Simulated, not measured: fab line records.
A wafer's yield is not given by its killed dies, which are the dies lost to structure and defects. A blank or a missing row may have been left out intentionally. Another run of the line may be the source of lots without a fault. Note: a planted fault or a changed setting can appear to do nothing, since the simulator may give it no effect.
fab line records	flow sky130
record lots=6	wafers=18	last_day=50
route steps=708 shown METAL3@555 PAD_OPEN@708
lots that met no fault: taken from a fault-free run of the same line
start_h: the number of hours between the record's first day and the start of the first shown wafer of the lot	wait_h: hours elapsed since this lot's preceding step	" identical to the entry in the row above	L1.1+2: several wafers, shown together as one row	- no value present, or no start provided	* or withheld: withheld	< > ~ a bound
route shown NAME@n: a module of which the file shows steps, and the number in the route of the first	usual: mean/standard deviation taken from wafers without a fault	same: alike in all rows	chamber/n: place in a boat	sites: each site's reading	_std_site: the standard deviation of these	_edge_site: mean of outer sites minus mean of inner sites	radius_mm: for every site, how far away it sits from the centre of the wafer	mask NAME#n: copy n	behind: the tool/chamber that last shaped the wafer	hold: why the lot was held/for how many hours/how that ended	device: transistor that didn't switch, given as n, p or np	end of line: at the end of the route, the tests of the same wafers	a step without rows: its recipe alone	killed: count of dies lost to structure and defects at first sort (not the wafer's yield)	map: per-die view of a wafer (x killed, . not killed, _ where there is no die)
set.NAME: the setting the step ran with; set.NAME@STEP: the setting that earlier step ran with	model.NAME: the simulator's own value behind a step, which no gauge read
lots at selected steps of the route; one table per step, one row per wafer
services: a tool's chamber out of use, with start hour (start_h, from the record's first day; less than 0 if before it), hours out, and reason
## steps
# step SKY_METAL3_DEHYDRATE_05
# recipe temp_c=200	time_s=60
# step SKY_METAL3_HMDS_06
# recipe prime_time_s=60	prime_temp_c=120
# step SKY_METAL3_COAT_07
# recipe resist=BARC	temp_c=withheld	time_s=withheld	spin_rpm=3000	resist_thk_nm=60
# step SKY_METAL3_COAT_08
# recipe resist=KrF-thick	spin_rpm=3000	resist_thk_nm=1140
# step SKY_METAL3_SOFTBAKE_09
# recipe temp_c=100	time_s=90	resist=KrF-thick
# step SKY_METAL3_EXPOSE_10
# recipe mask_id=MM3	na=0.68	source_shape=annular	sigma_inner=0.4	sigma_outer=0.8	target_cd_nm=300	dose_mj=28
# step SKY_METAL3_PEB_11
# recipe peb_temp_c=withheld	peb_time_s=withheld	resist=KrF-thick
# step SKY_METAL3_DEVELOP_12
# recipe develop_time_s=60	resist=KrF-thick	dev_temp_c=21
# step SKY_METAL3_CD_MEAS_13
# recipe target_cd_nm=300
# usual cd_nm=300.4/1.2
lot.wafer	tool	chamber	start_h	wait_h	cd_nm
L515.1	cd_sem-01	-	972.89	-	300.8
L515.2	"	-	"	"	299.3
L515.4	"	-	"	"	301.0
L518.1	cd_sem-01	-	990.08	-	299.8
L518.4	"	-	"	"	300.2
L518.6	"	-	"	"	300.1
L522.3	cd_sem-02	-	1013.91	-	298.4
L522.5	"	-	"	"	299.3
L522.6	"	-	"	"	297.1
L523.2	cd_sem-02	-	1016.47	-	301.2
L523.4	"	-	"	"	300.2
L523.6	"	-	"	"	300.5
L524.1	cd_sem-01	-	1021.49	-	298.5
L524.2	"	-	"	"	298.2
L524.6	"	-	"	"	298.3
L528.1	cd_sem-01	-	1057.95	-	302.1
L528.4	"	-	"	"	301.4
L528.5	"	-	"	"	301.8
# step SKY_METAL3_OVL_MEAS_14
# usual METAL3_OVL=1/6.4
lot.wafer	tool	chamber	start_h	wait_h	METAL3_OVL[nm]
L515.1	overlay-02	-	973.01	0.1	-4
L515.2	"	-	"	"	-5
L515.4	"	-	"	"	5
L518.1	overlay-01	-	990.20	0.1	9
L518.4	"	-	"	"	11
L518.6	"	-	"	"	16
L522.3	overlay-02	-	1014.01	0.1	7
L522.5	"	-	"	"	8
L522.6	"	-	"	"	-3
L523.2	overlay-02	-	1016.58	0.1	-2
L523.4	"	-	"	"	1
L523.6	"	-	"	"	-5
L524.1	overlay-01	-	1021.61	0.1	3
L524.2	"	-	"	"	8
L524.6	"	-	"	"	5
L528.1	overlay-01	-	1058.07	0.1	-8
L528.4	"	-	"	"	-12
L528.5	"	-	"	"	-11
# step SKY_METAL3_DESCUM_15
# recipe chemistry=O2	source_power_w=150	bias_power_w=0	pressure_mtorr=10	temp_c=40	time_s=8
# usual drypump_motor_current_A=5.7/0.39	oes_product_au=0.999/0.01
lot.wafer	tool	chamber	start_h	wait_h	drypump_motor_current_A	oes_product_au	rf_hours_counter_h
L515.1	rie_metal-02	0	973.05	0.0	6.2	0.987	5
L515.2	"	1	"	"	5.5	1.014	2
L515.4	"	0	"	"	6.2	0.995	-
L518.1	rie_metal-01	0	990.24	0.0	5.5	1.003	15
L518.4	"	0	"	"	5.5	1.008	-
L518.6	"	0	"	"	5.4	1.007	-
L522.3	rie_metal-02	1	1014.04	0.0	5.5	1.009	-
L522.5	"	1	"	"	5.5	1.007	-
L522.6	"	0	"	"	6.2	1.000	-
L523.2	rie_metal-04	0	1016.61	0.0	5.1	0.998	8
L523.4	"	1	"	"	6.0	1.000	-
L523.6	"	1	"	"	6.0	1.018	-
L524.1	rie_metal-04	1	1021.65	0.0	6.0	1.013	18
L524.2	"	0	"	"	5.1	1.015	8
L524.6	"	0	"	"	5.1	1.014	-
L528.1	rie_metal-02	1	1058.11	0.0	5.5	1.012	7
L528.4	"	1	"	"	5.5	1.010	-
L528.5	"	1	"	"	5.5	1.005	-
# step SKY_METAL3_ETCH_16
# recipe chemistry=N2/H2	target=BARC	ion_energy_ev=200	bias_w=100	pressure_mtorr=30	n2_flow_sccm=100	h2_flow_sccm=200	icp_w=500	stop_on=SiO2	time_s=88.2	target_depth_a=600
# usual bias_w=100.0/0.32	chamber_pressure_mTorr=30.003/0.027	drypump_motor_current_A=5.7/0.39	oes_product_au=0.626/0.0047	throttle_valve_pct=13.206/0.0089
lot.wafer	tool	chamber	start_h	wait_h	bias_w	chamber_pressure_mTorr	drypump_motor_current_A	oes_product_au	rf_hours_counter_h	throttle_valve_pct
L515.1	rie_metal-02	0	973.08	0.0	100.5	29.973	6.2	0.632	5	13.214
L515.2	"	1	"	"	99.7	29.959	5.5	0.628	2	13.207
L515.4	"	0	"	"	100.1	29.994	6.2	0.630	-	13.197
L518.1	rie_metal-01	0	990.30	0.1	100.1	30.044	5.5	0.630	15	13.195
L518.4	"	0	"	"	99.9	30.009	5.5	0.633	-	13.206
L518.6	"	0	"	"	99.8	30.026	5.5	0.626	-	13.211
L522.3	rie_metal-02	1	1014.09	0.0	99.7	29.997	5.5	0.633	-	13.217
L522.5	"	1	"	"	99.5	29.979	5.5	0.623	-	13.205
L522.6	"	0	"	"	100.3	30.008	6.2	0.630	-	13.201
L523.2	rie_metal-04	0	1016.64	0.0	100.5	30.029	5.1	0.629	8	13.192
L523.4	"	1	"	"	100.0	29.961	6.0	0.628	-	13.199
L523.6	"	1	"	"	100.1	30.017	6.0	0.624	-	13.213
L524.1	rie_metal-04	1	1021.68	0.0	99.7	30.036	6.0	0.623	18	13.201
L524.2	"	0	"	"	99.5	29.992	5.1	0.626	8	13.204
L524.6	"	0	"	"	99.8	29.996	5.1	0.620	-	13.193
L528.1	rie_metal-02	1	1058.14	0.0	100.0	29.968	5.5	0.622	7	13.214
L528.4	"	1	"	"	100.1	30.039	5.5	0.632	-	13.201
L528.5	"	1	"	"	99.7	30.023	5.5	0.622	-	13.196
# step SKY_METAL3_ETCH_17
# recipe target=SiO2	stop_on=TiN	chemistry=C4F8/O2/Ar	source_w=1500	bias_w=1200	pressure_mtorr=40	c4f8_flow_sccm=withheld	O2_flow_sccm=6	Ar_flow_sccm=300	time_s=3.9	target_depth_a=150
# usual bias_w=1200/3.8	chamber_pressure_mTorr=40.00/0.038	oes_product_au=0.754/0.007
lot.wafer	tool	chamber	start_h	wait_h	bias_w	chamber_pressure_mTorr	oes_product_au	rf_hours_counter_h
L515.1	rie_diel-03	3	973.18	0.1	1200	40.05	0.753	11
L515.2	"	1	"	"	1200	40.04	0.753	9
L515.4	"	2	"	"	1206	40.01	0.752	7
L518.1	rie_diel-01	0	990.50	0.2	1202	40.02	0.748	21
L518.4	"	1	"	"	1196	39.96	0.759	15
L518.6	"	1	"	"	1202	39.96	0.754	-
L522.3	rie_diel-01	3	1014.16	0.0	-	-	-	-
L522.5	"	3	"	"	-	-	-	-
L522.6	"	1	"	"	-	-	-	-
L523.2	rie_diel-02	3	1016.74	0.1	-	-	-	-
L523.4	"	2	"	"	-	-	-	-
L523.6	"	1	"	"	-	-	-	-
L524.1	rie_diel-01	0	1021.78	0.1	1197	39.95	0.756	21
L524.2	"	1	"	"	1201	40.01	0.756	16
L524.6	"	2	"	"	1202	39.98	0.762	-
L528.1	rie_diel-03	1	1058.24	0.1	1196	39.98	0.752	11
L528.4	"	2	"	"	1201	40.03	0.758	-
L528.5	"	3	"	"	1196	39.97	0.751	-
# step SKY_METAL3_METAL_ETCH_18
# recipe target_depth_a=8450	stop_on=SiO2	over_etch_frac=0.3	time_s=183.1	chemistry=Cl2/BCl3	resist_sidewall_deg=88	pressure_mtorr=10	icp_w=900	bias_w=48.5	Cl2_flow_sccm=60	bcl3_flow_sccm=30
# usual bcl3_flow_sccm=30.00/0.088	bias_w=48.48/0.14	drypump_motor_current_A=5.6/0.34	oes_product_au=0.865/0.006	throttle_valve_pct=22.264/0.0092
# same over_etch_frac=0.3
lot.wafer	tool	chamber	start_h	wait_h	bcl3_flow_sccm	bias_w	drypump_motor_current_A	oes_product_au	rf_hours_counter_h	throttle_valve_pct
L515.1	rie_metal-04	1	973.20	0.0	30.14	48.40	6.0	0.868	15	22.256
L515.2	"	0	"	"	30.03	48.49	5.1	0.865	5	22.272
L515.4	"	1	"	"	30.18	48.30	6.0	0.868	-	22.264
L518.1	rie_metal-02	1	990.52	0.0	30.08	48.46	5.5	0.863	3	22.284
L518.4	"	1	"	"	30.03	48.30	5.5	0.862	-	22.242
L518.6	"	0	"	"	30.14	48.46	6.2	0.859	-	22.282
L522.3	rie_metal-01	1	1014.24	0.1	30.06	48.42	5.7	0.868	-	22.259
L522.5	"	1	"	"	30.08	48.29	5.7	0.872	-	22.275
L522.6	"	0	"	"	30.07	48.36	5.5	0.873	-	22.261
L523.2	rie_metal-01	1	1016.76	0.0	29.99	48.46	5.7	0.866	18	22.269
L523.4	"	0	"	"	30.04	48.51	5.5	0.869	-	22.266
L523.6	"	0	"	"	29.99	48.55	5.5	0.865	-	22.267
L524.1	rie_metal-01	1	1021.80	0.0	30.02	48.56	5.7	0.853	19	22.261
L524.2	"	0	"	"	29.98	48.54	5.4	0.853	17	22.257
L524.6	"	1	"	"	29.98	48.57	5.7	0.861	-	22.281
L528.1	rie_metal-01	0	1058.26	0.0	29.95	48.80	5.4	0.869	19	22.260
L528.4	"	0	"	"	29.88	48.37	5.5	0.858	-	22.275
L528.5	"	0	"	"	29.82	48.44	5.4	0.867	-	22.274
# step SKY_PAD_OPEN_PROBE_99
# usual defect_limited_yield=82.5/2.1	killed_at_M0_to_M3=43/7.7	killed_at_M4_up=2.9/1.9	killed_at_contacts=24/5.9	killed_at_front_end=16/5.1	killed_at_other=0.3/0.63	killed_dies=86/10	killed_on_rim=16/3.6	killed_open=47/7.6	killed_short=39/6.8	sort_bin_3_pad_short=0.8/0.44	sort_bin_5_function=10.4/1.6	sort_bin_6_memory=6.3/1.1	sort_n_pass=406/10	sort_yield_pct=82.5/2.1
# same gross_dies=492	killed_at_back_side=0	sort_bin_4_leakage[%]=0	sort_bin_8_speed[%]=0
lot.wafer	tool	chamber	start_h	wait_h	defect_limited_yield[%]	killed_at_M0_to_M3	killed_at_M4_up	killed_at_contacts	killed_at_front_end	killed_at_other	killed_dies	killed_on_rim	killed_open	killed_short	sort_bin_3_pad_short[%]	sort_bin_5_function[%]	sort_bin_6_memory[%]	sort_n_pass	sort_yield_pct[%]
L518.1	prober-02	-	1147.76	0.1	83.1	49	1	22	11	0	83	14	44	39	1.2	10.0	5.7	409	83.1
L518.4	prober-02	-	1147.91	0.2	82.7	41	0	26	17	1	85	17	41	44	2.2	10.6	4.5	407	82.7
L518.6	prober-02	-	1148.01	0.2	81.9	43	5	25	15	1	89	18	58	31	1.0	10.2	6.9	403	81.9
L522.3	prober-02	-	1164.77	0.2	0	446	0	26	20	0	492	96	45	47	0.4	93.3	6.3	0	0
L522.5	prober-02	-	1164.87	0.2	0	450	4	24	14	0	492	96	38	38	0.2	93.1	6.7	0	0
L522.6	prober-02	-	1164.92	0.2	0	439	5	27	21	0	492	96	56	40	1.0	91.1	7.9	0	0
L523.2	prober-01	-	1168.59	0.1	0	459	4	17	10	2	492	96	36	37	0.6	92.9	6.5	0	0
L523.4	prober-01	-	1168.69	0.2	0	444	2	25	19	2	492	96	49	31	0.8	92.9	6.3	0	0
L523.6	prober-01	-	1168.79	0.2	0	450	1	27	13	1	492	96	45	38	1.0	93.1	5.9	0	0
# killed by level:class
L518.1 VIA1:geometric_particle:open=8 LI_CONTACT:geometric_particle:open=8 VIA3:geometric_particle:open=8 VIA1:geometric_particle:short=7 METAL1:geometric_particle:short=7 VIA2:geometric_particle:open=7 FIELD_ISO:geometric_particle:short=6 LOCAL_INTERCONNECT:geometric_particle:short=4
L518.4 METAL2:geometric_particle:short=8 VIA3:geometric_particle:open=7 VIA1:geometric_particle:open=7 LI_CONTACT:geometric_particle:open=6 CONTACT:geometric_particle:open=6 VIA1:geometric_particle:short=6 CONTACT:geometric_particle:short=5 METAL1:geometric_particle:short=5
L518.6 VIA1:geometric_particle:open=14 LI_CONTACT:geometric_particle:open=10 FIELD_ISO:geometric_particle:open=7 CONTACT:geometric_particle:open=7 VIA2:geometric_particle:open=6 CONTACT:geometric_particle:short=5 METAL1:geometric_particle:short=5 METAL4:geometric_particle:short=5
L522.3 METAL3:area_etch=400 VIA1:geometric_particle:open=11 LI_CONTACT:geometric_particle:open=9 CONTACT:geometric_particle:open=6 METAL2:geometric_particle:short=6 VIA2:geometric_particle:open=6 FIELD_ISO:geometric_particle:short=5 FIELD_ISO:geometric_particle:open=5
L522.5 METAL3:area_etch=415 VIA1:geometric_particle:open=11 CONTACT:geometric_particle:open=8 METAL2:geometric_particle:short=6 LI_CONTACT:geometric_particle:open=5 VIA2:geometric_particle:open=5 FIELD_ISO:geometric_particle:short=4 LI_CONTACT:geometric_particle:short=4
L522.6 METAL3:area_etch=395 VIA1:geometric_particle:open=18 CONTACT:geometric_particle:open=9 FIELD_ISO:geometric_particle:short=7 VIA3:geometric_particle:open=7 VIA2:geometric_particle:open=6 CONTACT:geometric_particle:short=5 POLY_GATE:geometric_particle:open=5
L523.2 METAL3:area_etch=418 VIA1:geometric_particle:open=10 METAL1:geometric_particle:short=7 VIA3:geometric_particle:open=6 FIELD_ISO:geometric_particle:open=5 METAL3:geometric_particle:short=4 CONTACT:geometric_particle:open=4 VIA2:geometric_particle:open=4
L523.4 METAL3:area_etch=412 CONTACT:geometric_particle:open=10 VIA2:geometric_particle:open=8 VIA1:geometric_particle:open=6 FIELD_ISO:geometric_particle:short=5 POLY_GATE:geometric_particle:open=5 VIA3:geometric_particle:open=5 FIELD_ISO:geometric_particle:open=4
L523.6 METAL3:area_etch=408 CONTACT:geometric_particle:open=13 VIA1:geometric_particle:open=12 VIA1:geometric_particle:short=6 CONTACT:geometric_particle:short=5 VIA2:geometric_particle:open=5 VIA3:geometric_particle:open=5 FIELD_ISO:geometric_particle:open=4
# map L522.3 (x killed, . not)
__________xxxxxxxxxx_________
________xxxxxxxxxxxxxx_______
______xxxxxxxxxxxxxxxxxx_____
_____xxxxxxxxxxxxxxxxxxxx____
____xxxxxxxxxxxxxxxxxxxxxx___
___xxxxxxxxxxxxxxxxxxxxxxxx__
__xxxxxxxxxxxxxxxxxxxxxxxxxx_
_xxxxxxxxxxxxxxxxxxxxxxxxxxxx
_xxxxxxxxxxxxxxxxxxxxxxxxxxxx
_xxxxxxxxxxxxxxxxxxxxxxxxxxxx
_xxxxxxxxxxxxxxxxxxxxxxxxxxxx
_xxxxxxxxxxxxxxxxxxxxxxxxxxxx
_xxxxxxxxxxxxxxxxxxxxxxxxxxxx
_xxxxxxxxxxxxxxxxxxxxxxxxxxxx
_xxxxxxxxxxxxxxxxxxxxxxxxxxxx
__xxxxxxxxxxxxxxxxxxxxxxxxxx_
___xxxxxxxxxxxxxxxxxxxxxxxx__
____xxxxxxxxxxxxxxxxxxxxxx___
_____xxxxxxxxxxxxxxxxxxxx____
______xxxxxxxxxxxxxxxxxx_____
________xxxxxxxxxxxxxx_______
__________xxxxxxxxxx_________
# map L523.2 (x killed, . not)
__________xxxxxxxxxx_________
________xxxxxxxxxxxxxx_______
______xxxxxxxxxxxxxxxxxx_____
_____xxxxxxxxxxxxxxxxxxxx____
____xxxxxxxxxxxxxxxxxxxxxx___
___xxxxxxxxxxxxxxxxxxxxxxxx__
__xxxxxxxxxxxxxxxxxxxxxxxxxx_
_xxxxxxxxxxxxxxxxxxxxxxxxxxxx
_xxxxxxxxxxxxxxxxxxxxxxxxxxxx
_xxxxxxxxxxxxxxxxxxxxxxxxxxxx
_xxxxxxxxxxxxxxxxxxxxxxxxxxxx
_xxxxxxxxxxxxxxxxxxxxxxxxxxxx
_xxxxxxxxxxxxxxxxxxxxxxxxxxxx
_xxxxxxxxxxxxxxxxxxxxxxxxxxxx
_xxxxxxxxxxxxxxxxxxxxxxxxxxxx
__xxxxxxxxxxxxxxxxxxxxxxxxxx_
___xxxxxxxxxxxxxxxxxxxxxxxx__
____xxxxxxxxxxxxxxxxxxxxxx___
_____xxxxxxxxxxxxxxxxxxxx____
______xxxxxxxxxxxxxxxxxx_____
________xxxxxxxxxxxxxx_______
__________xxxxxxxxxx_________
## services
tool	chamber	start_h	hours	kind
rie_diel-01	2	960.45	14.4	repair
rie_metal-01	1	981.71	21.0	repair
rie_diel-02	0	981.83	18.1	repair
rie_diel-02	-	992.20	0.8	repair
rie_diel-01	0	1008.25	7.5	repair
rie_diel-01	1	1009.36	1.3	repair
rie_diel-01	0	1016.01	5.3	repair
rie_diel-01	2	1029.59	14.3	repair
rie_diel-02	0	1040.57	7.0	repair
rie_diel-03	0	1047.64	-	clean
rie_diel-03	0	1047.64	16.5	scheduled_down
rie_diel-03	0	1047.64	16.5	vent_cycle
## key
first_sign step=SKY_METAL3_ETCH_17	reading=tool_record	direction=missing
effect step=SKY_PAD_OPEN_PROBE_99	reading=killed_at_M0_to_M3	direction=up	sigmas=53	usual=43	struck=448
more_kills_born_at SKY_METAL3_ETCH_17@rie_diel-02=1238	SKY_METAL3_ETCH_17@rie_diel-01=1209
met_at SKY_METAL3_ETCH_17
struck_wafers L522.3,L522.5,L522.6,L523.2,L523.4,L523.6
later_rows_left_out L522.3,L522.5,L522.6,L523.2,L523.4,L523.6
onset_between 990.50 1014.16
fault kind=skipped_step_whole	tool=rie_diel-01,rie_diel-02	chamber=-	onset_h=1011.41	steps=SKY_METAL3_ETCH_17	scope=struck_lots_only
# later_rows_left_out: the simulator's readings of these wafers behind a module that went badly wrong aren't trusted and aren't shown, but for the sort
